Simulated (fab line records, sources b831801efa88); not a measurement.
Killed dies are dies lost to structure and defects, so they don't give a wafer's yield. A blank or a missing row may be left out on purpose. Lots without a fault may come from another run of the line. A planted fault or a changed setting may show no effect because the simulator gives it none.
Which tool did it? | flow sky130 | 12 lots, 36 wafers sampled, at 5 steps of a route of 708

WHAT THE GAUGES READ, wafer by wafer
SKY_LI_CONTACT_THK_MEAS_01. Usual: LI_CONTACT_HDPCVD_THK 930 nm, standard deviation 14.
lot  | measured     | on            | LI_CONTACT_HDPCVD_THK (nm) | flag
L842 | day 28 00:36 | film_metro-04 | 922 925 940                |
L843 | day 28 06:46 | film_metro-04 | 950 929 938                |
L846 | day 29 16:47 | film_metro-03 | 940 931 932                |
L849 | day 30 16:02 | film_metro-03 | 926 936 947                |
L850 | day 31 01:55 | film_metro-02 | 945 929 948                |
L851 | day 31 05:02 | film_metro-04 | 925 934 929                |
L853 | day 31 17:44 | film_metro-03 | 908 913 924                |
L854 | day 32 02:24 | film_metro-03 | 937 1205 920               | OFF
L856 | day 32 16:12 | film_metro-02 | 1174 922 916               | OFF
L859 | day 33 16:46 | film_metro-04 | 943 928 945                |
L864 | day 35 00:12 | film_metro-03 | 953 940 951                |
L865 | day 35 05:59 | film_metro-03 | 940 915 953                |

SKY_LI_CONTACT_OVL_MEAS_13. Usual: LI_CONTACT_OVL 0 nm, standard deviation 4.9.
lot  | measured     | on         | LI_CONTACT_OVL (nm) | flag
L842 | day 29 06:02 | overlay-02 | -1 3 1              |
L843 | day 29 12:07 | overlay-02 | 7 2 -1              |
L846 | day 30 22:00 | overlay-02 | 9 9 1               |
L849 | day 31 19:59 | overlay-01 | 0 2 -5              |
L850 | day 32 06:43 | overlay-01 | 8 3 4               |
L851 | day 32 08:38 | overlay-01 | 4 -5 2              |
L853 | day 32 21:59 | overlay-02 | -10 0 1             |
L854 | day 33 05:41 | overlay-01 | -15 -11 -1          |
L856 | day 33 19:43 | overlay-01 | -1 1 0              |
L859 | day 34 19:28 | overlay-01 | -3 -5 0             |
L864 | day 36 02:23 | overlay-01 | -6 3 -9             |
L865 | day 36 08:42 | overlay-01 | -4 3 3              |

WHICH TOOL RAN EACH LOT (tool, then ch and the chambers of the sampled wafers, then the start)
lot  | SKY_RES_XHIGH_STRIP_08               | SKY_LI_CONTACT_HDPCVD_00         | SKY_LI_CONTACT_CMP_02
L842 | plasma_asher-02 ch 0,1, day 26 17:31 | hdpcvd-02 ch 0,1,2, day 28 00:29 | cmp-01 ch 0,1, day 28 00:42
L843 | plasma_asher-02 ch 0,1, day 27 00:21 | hdpcvd-02 ch 0,1,2, day 28 06:41 | cmp-02 ch 0,1, day 28 06:51
L846 | plasma_asher-02 ch 0,1, day 28 10:52 | hdpcvd-01 ch 0,2, day 29 16:41   | cmp-01 ch 2,3, day 29 16:50
L849 | plasma_asher-02 ch 0,1, day 29 10:37 | hdpcvd-02 ch 0,1,2, day 30 15:56 | cmp-02 ch 0,2,3, day 30 16:06
L850 | plasma_asher-03 ch 0,1, day 29 20:55 | hdpcvd-01 ch 0,1, day 31 01:47   | cmp-02 ch 2,3, day 31 01:57
L851 | plasma_asher-03 ch 1, day 30 00:40   | hdpcvd-01 ch 0,1, day 31 04:56   | cmp-02 ch 0,2,3, day 31 05:11
L853 | plasma_asher-03 ch 0,1, day 30 12:46 | hdpcvd-01 ch 1,2, day 31 17:38   | cmp-02 ch 1,3, day 31 17:51
L854 | plasma_asher-04 ch 0,1, day 30 21:05 | hdpcvd-01 ch 0,1,2, day 32 02:17 | cmp-01 ch 0,2,3, day 32 02:34
L856 | plasma_asher-04 ch 0,1, day 31 11:46 | hdpcvd-01 ch 0,1,2, day 32 16:05 | cmp-02 ch 0,3, day 32 16:18
L859 | plasma_asher-04 ch 0,1, day 32 12:45 | hdpcvd-02 ch 0,1,2, day 33 16:41 | cmp-02 ch 0,1,3, day 33 16:57
L864 | plasma_asher-03 ch 0,1, day 33 20:49 | hdpcvd-02 ch 1,2, day 35 00:05   | cmp-01 ch 1,2, day 35 00:18
L865 | plasma_asher-02 ch 0, day 34 03:10   | hdpcvd-02 ch 0,2, day 35 05:53   | cmp-01 ch 0,1,2, day 35 06:07
- SKY_RES_XHIGH_STRIP_08: strips in O2/N2.
- SKY_LI_CONTACT_HDPCVD_00: deposits PSG, target thk 930 nm, time 155 s.
- SKY_LI_CONTACT_CMP_02: polishes PSG.

WHAT THE TOOLS THEMSELVES READ (means of the sampled wafers that have a number; where no wafer has one, the mark that the record gives instead)
SKY_RES_XHIGH_STRIP_08. Usual: drypump_motor_current_A 5.5 A, standard deviation 0.36; oes_product_au 0.712 a.u., standard deviation 0.0041; strip_time_to_endpoint_s 14.28 s, standard deviation 0.047.
lot  | tool            | drypump_motor_current_A (A) | oes_product_au (a.u.) | strip_time_to_endpoint_s (s) | flag
L842 | plasma_asher-02 | 5.5                         | 0.713                 | 14.31                        |
L843 | plasma_asher-02 | 5.4                         | 0.708                 | 14.24                        |
L846 | plasma_asher-02 | 5.4                         | 0.711                 | 14.29                        |
L849 | plasma_asher-02 | 5.4                         | 0.711                 | 14.26                        |
L850 | plasma_asher-03 | 6.1                         | 0.716                 | 14.29                        |
L851 | plasma_asher-03 | 5.3                         | 0.718                 | 14.29                        |
L853 | plasma_asher-03 | 6.1                         | 0.708                 | 14.38                        |
L854 | plasma_asher-04 | 5.3                         | 0.713                 | 14.27                        |
L856 | plasma_asher-04 | 5.3                         | 0.713                 | 14.21                        |
L859 | plasma_asher-04 | 5.3                         | 0.712                 | 14.23                        |
L864 | plasma_asher-03 | 5.8                         | 0.712                 | 14.30                        |
L865 | plasma_asher-02 | 5.5                         | 0.712                 | 14.26                        |

SKY_LI_CONTACT_HDPCVD_00. Usual: run_length_s 183.1 s, standard deviation 0.43.
lot  | tool      | run_length_s (s) | flag
L842 | hdpcvd-02 | 182.8            |
L843 | hdpcvd-02 | 183.0            |
L846 | hdpcvd-01 | 183.1            |
L849 | hdpcvd-02 | 182.9            |
L850 | hdpcvd-01 | 183.4            |
L851 | hdpcvd-01 | 183.6            |
L853 | hdpcvd-01 | 183.5            |
L854 | hdpcvd-01 | 197.6            | OFF
L856 | hdpcvd-01 | 197.7            | OFF
L859 | hdpcvd-02 | 182.7            |
L864 | hdpcvd-02 | 183.4            |
L865 | hdpcvd-02 | 182.7            |

SKY_LI_CONTACT_CMP_02. Usual: motor_current_A 11.6 A, standard deviation 0.93; time_to_endpoint_s 34 s, standard deviation 3.7.
lot  | tool   | motor_current_A (A) | time_to_endpoint_s (s) | flag
L842 | cmp-01 | 11.8                | 32                     |
L843 | cmp-02 | 11.8                | 36                     |
L846 | cmp-01 | 11.7                | 35                     |
L849 | cmp-02 | 11.3                | 34                     |
L850 | cmp-02 | 11.8                | 36                     |
L851 | cmp-02 | 11.6                | 33                     |
L853 | cmp-02 | 11.8                | 36                     |
L854 | cmp-01 | 11.8                | 44                     |
L856 | cmp-02 | 11.2                | 40                     |
L859 | cmp-02 | 11.6                | 35                     |
L864 | cmp-01 | 10.8                | 38                     |
L865 | cmp-01 | 11.5                | 35                     |

THE ANSWER, worked out from the rows above alone
Rule: a lot is off if the mean of its wafers that have a number lies more than 3 standard deviations from the usual mean. A lot without any number at a reading at which 4 lots or more have one is off too. The other lots that the step has rows for count as sound. The gauges are gone through in route order, then the tools' own readings, and for those a lot's mean is taken as printed above. The first step at which some lot is off is used, and at that step the reading that is off furthest; a lot without a number counts as furthest.
Off: L854, L856, at SKY_LI_CONTACT_THK_MEAS_01 (LI_CONTACT_HDPCVD_THK).
A tool fits if, at a process step before that reading, it ran every lot that is off, and no sound lot after the first of them. The gauges at SKY_LI_CONTACT_THK_MEAS_01 aren't tried: what is off there is off at SKY_LI_CONTACT_HDPCVD_00 too, on other tools, and a gauge's error can't cause that. One fits: hdpcvd-01 at SKY_LI_CONTACT_HDPCVD_00. Its last sound lot is L853 (day 31 17:38), its first lot that is off L854 (day 32 02:17): a fault that began between those two fits.
The tool's own readings at SKY_LI_CONTACT_HDPCVD_00 bear it out: on the lots that are off they differ by more than 5 times the standard deviation of the sound lots' means. run_length_s reads 197.6 s there against 183.1 s on the sound lots.

WHAT THE SIMULATOR HAD PUT IN
Process parameter drift: hdpcvd-01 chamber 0, from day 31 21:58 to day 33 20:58, at SKY_LI_CONTACT_HDPCVD_00. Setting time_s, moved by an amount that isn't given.
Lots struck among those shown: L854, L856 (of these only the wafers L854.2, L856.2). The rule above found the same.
